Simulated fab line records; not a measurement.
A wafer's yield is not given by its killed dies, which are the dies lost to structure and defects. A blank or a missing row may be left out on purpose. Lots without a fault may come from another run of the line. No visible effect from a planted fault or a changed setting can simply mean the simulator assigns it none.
One fault through the eyes of 2 desks	flow gf180mcu	each desk has only its own numbers; what lay behind them comes last

## FROM THE METROLOGY DESK
What the gauges read, lot by lot, whatever tool the lot ran on: means of the sampled wafers that have a number. The brackets show how far a lot's mean lies from the usual mean; more than 4 standard deviations puts the lot out of limits, marked OUT.
Columns: A = M4_OVL at GF_M4_OVL_MEAS_15, usual 3 nm; B = cd nm at GF_V4_CD_MEAS_14, usual 259.9 nm
lot	first seen here	A	B
L755	day 23 23:20	-2	259.2
L758	day 24 20:31	1	260.5
L759	day 25 00:10	6	259.7
L761	day 26 00:01	-6	261.2
L762	day 26 03:21	2	261.7
L763	day 26 12:00	4	260.5
L764	day 27 00:31	-3	260.3
L765	day 27 04:22	4	259.3
L771	day 29 14:13	5	248.5 (-9.5) OUT
L772	day 29 16:00	4	250.9 (-7.5) OUT
L774	day 29 23:52	1	260.2
L775	day 30 05:12	2	258.7
This desk's verdict: out of limits on L771, L772, starting with L771 at day 30 10:12 (cd nm at GF_V4_CD_MEAS_14). L755, L758, L759, L761, L762, L763, L764, L765, L774, L775 stayed within limits.

## AT THE TOOL OWNER'S DESK: krf scanner-01
The tool's own readings at GF_V4_EXPOSE_11 (exposes mask Via4, target cd 260 nm): means of the sampled wafers that have a number, for each lot that ran on this tool. The brackets show how far a lot's mean lies from the usual mean; more than 4 standard deviations puts the lot out of limits, marked OUT.
Columns: A = exposure dose mJ cm2 at GF_V4_EXPOSE_11, usual 38.01
lot	first seen here	A
L759	day 25 12:17	38.02
L761	day 26 12:27	37.98
L762	day 26 15:00	38.02
L763	day 27 00:13	38.04
L764	day 27 12:07	38.05
L771	day 30 00:30	35.67 (-58) OUT
L772	day 30 02:18	35.69 (-58) OUT
This desk's verdict: out of limits on L771, L772, starting with L771 at day 30 00:30 (exposure dose mJ cm2 at GF_V4_EXPOSE_11). L759, L761, L762, L763, L764 stayed within limits.

## TAKEN TOGETHER
At day 30 00:30, on L771, L772, the tool owner's desk was in a position to raise an alarm.
At day 30 10:12 the metrology desk could have sounded an alarm, on L771, L772.
Of the lots named, all ran GF_V4_EXPOSE_11 on krf scanner-01.

## WHAT THE SIMULATOR HAD INSERTED
Process parameters drifting: krf scanner-01 at GF_V4_EXPOSE_11, beginning at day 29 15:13. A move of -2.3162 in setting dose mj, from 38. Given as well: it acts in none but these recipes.
Struck lots among those shown: L771, L772.
Counting hours from when the fault started, the first reading out of limits came at 9 for the tool owner's desk and at 19 for the metrology desk.
